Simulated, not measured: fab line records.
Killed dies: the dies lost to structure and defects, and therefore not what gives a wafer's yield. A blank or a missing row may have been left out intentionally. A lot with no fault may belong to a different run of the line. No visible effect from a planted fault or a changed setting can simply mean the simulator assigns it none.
Comparing a struck lot with a sound one -- flow gf180mcu -- 35 out of 602 route steps
Sound: these wafers, L428.1, L428.3, L428.4. Struck: wafers L430.2, L430.3, L430.4. At the end, the cause is stated.
Each step with rows lists, per side, the tool, then ch with its chambers, then its first start. Under that, the readings that differ: sound wafers -- struck wafers -- difference of the means -- sigmas: that difference in standard deviations of wafers without a fault.
alike: a reading whose means differ by less than 2 such deviations, as well as words and numbers matching on both sides. not compared: withheld readings; readings where some wafer has no value; bounds like >300 that might hide an equal value; numbers whose values overlap and for which the record gives no deviation.
The two part at a step that has a row with sigmas, a row that says differs or no value, or rows on one side only. Non-overlapping numbers with no deviation appear without sigmas and do not part them. A reading missing from all wafers of one side parts the sides only when that side holds two or more wafers.

first, 5 steps without rows for these wafers: GF_LVPWELL_COAT_02 (resist thk 3000 nm); GF_LVPWELL_SOFTBAKE_03; GF_LVPWELL_EXPOSE_04 (exposes mask LVPWELL, target cd 600 nm); GF_LVPWELL_PEB_05; GF_LVPWELL_DEVELOP_06 (develop time 60 s).
GF_LVPWELL_OVL_MEAS_07:
  sound on overlay-02, day 4 18:11; struck on overlay-01, day 5 05:41
  alike: LVPWELL_OVL
then, 2 steps without rows for these wafers: GF_LVPWELL_IMPLANT_08; GF_LVPWELL_IMPLANT_09.
GF_LVPWELL_STRIP_10: strips in O2/N2.
  sound on plasma-asher-02 ch 0,1, day 4 18:31; struck on plasma-asher-02 ch 0,1, day 5 06:01
  alike: drypump-motor-current-A, heater-power-w, oes-product-au, strip-time-to-endpoint-s
  not compared: rf-hours-counter-h
GF_LVPWELL_TW_MEAS_11:
  sound on film-metro-04, day 4 18:37; struck on film-metro-03, day 5 06:08
  alike: LVPWELL_TW
then, 2 steps without rows for these wafers: GF_MVSD_DEHYDRATE_00 (time 60 s); GF_MVSD_HMDS_01 (prime time 60 s).
GF_MVSD_COAT_02: resist thk 3000 nm.
  sound on litho-track-03 ch 0, day 5 01:02; struck on litho-track-02, day 5 12:51
  no value came back on the struck wafers for chill-plate-temp-C (C), dispense-pressure-kPa (kPa), exhaust-pa (Pa), spin-speed-rpm (rpm); on the sound wafers chill-plate-temp-C (C) reads 22.91 23.00 22.93
then, 4 steps without rows for these wafers: GF_MVSD_SOFTBAKE_03; GF_MVSD_EXPOSE_04 (exposes mask MVSD, target cd 1000 nm); GF_MVSD_PEB_05; GF_MVSD_DEVELOP_06 (develop time 60 s).
GF_MVSD_OVL_MEAS_07:
  sound on overlay-01, day 5 08:05; struck on overlay-02, day 5 20:38
reading,sound,struck,difference,sigmas
MVSD_OVL (nm),0.2 -0.4 -0.6,- - -,no value on the struck wafers,
then, 2 steps without rows for these wafers: GF_MVSD_IMPLANT_08; GF_MVSD_IMPLANT_09.
GF_MVSD_STRIP_10: strips in O2/N2.
  sound on plasma-asher-01 ch 0,1, day 5 08:25; struck on plasma-asher-02 ch 0,1, day 5 20:58
  no value came back on the struck wafers for oes-product-au (a.u.), strip-time-to-endpoint-s (s); on the sound wafers oes-product-au (a.u.) reads 0.721 0.725 0.727
  alike: drypump-motor-current-A, heater-power-w
  not compared: rf-hours-counter-h
GF_MVSD_TW_MEAS_11:
  sound on film-metro-04, day 5 08:31; struck on film-metro-01, day 5 21:04
  alike: MVSD_TW
then, 7 steps without rows for these wafers: GF_MVPSD_DEHYDRATE_00 (time 60 s); GF_MVPSD_HMDS_01 (prime time 60 s); GF_MVPSD_COAT_02 (resist thk 3000 nm); GF_MVPSD_SOFTBAKE_03; GF_MVPSD_EXPOSE_04 (exposes mask MVPSD, target cd 1000 nm); GF_MVPSD_PEB_05; GF_MVPSD_DEVELOP_06 (develop time 60 s).
GF_MVPSD_OVL_MEAS_07:
  sound on overlay-02, day 5 23:28; struck on overlay-01, day 6 12:05
  alike: MVPSD_OVL
then, 2 steps without rows for these wafers: GF_MVPSD_IMPLANT_08; GF_MVPSD_IMPLANT_09.
GF_MVPSD_STRIP_10: strips in O2/N2.
  sound on plasma-asher-03 ch 0,1, day 5 23:49; struck on plasma-asher-03 ch 0,1, day 6 12:25
  alike: drypump-motor-current-A, heater-power-w, oes-product-au, strip-time-to-endpoint-s
  not compared: rf-hours-counter-h
GF_MVPSD_TW_MEAS_11:
  sound on film-metro-04, day 5 23:55; struck on film-metro-01, day 6 12:45
reading,sound,struck,difference,sigmas
MVPSD_TW,556 556 556,1633 1634 1635,+1078,+99 or more
  not compared: hold
GF_PASSIVATION_PROBE_99:
  sound wafers here have rows in the record (prober-01, day 30 00:57); struck ones have none

== WHERE THEY PART ==
Last at GF_PASSIVATION_PROBE_99 as far as this record goes, first at GF_MVSD_COAT_02.

WHY: what the simulator had put in
Skipped step whole: litho-track-02, from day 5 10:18 on, at GF_MVSD_COAT_02. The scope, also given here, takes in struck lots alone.
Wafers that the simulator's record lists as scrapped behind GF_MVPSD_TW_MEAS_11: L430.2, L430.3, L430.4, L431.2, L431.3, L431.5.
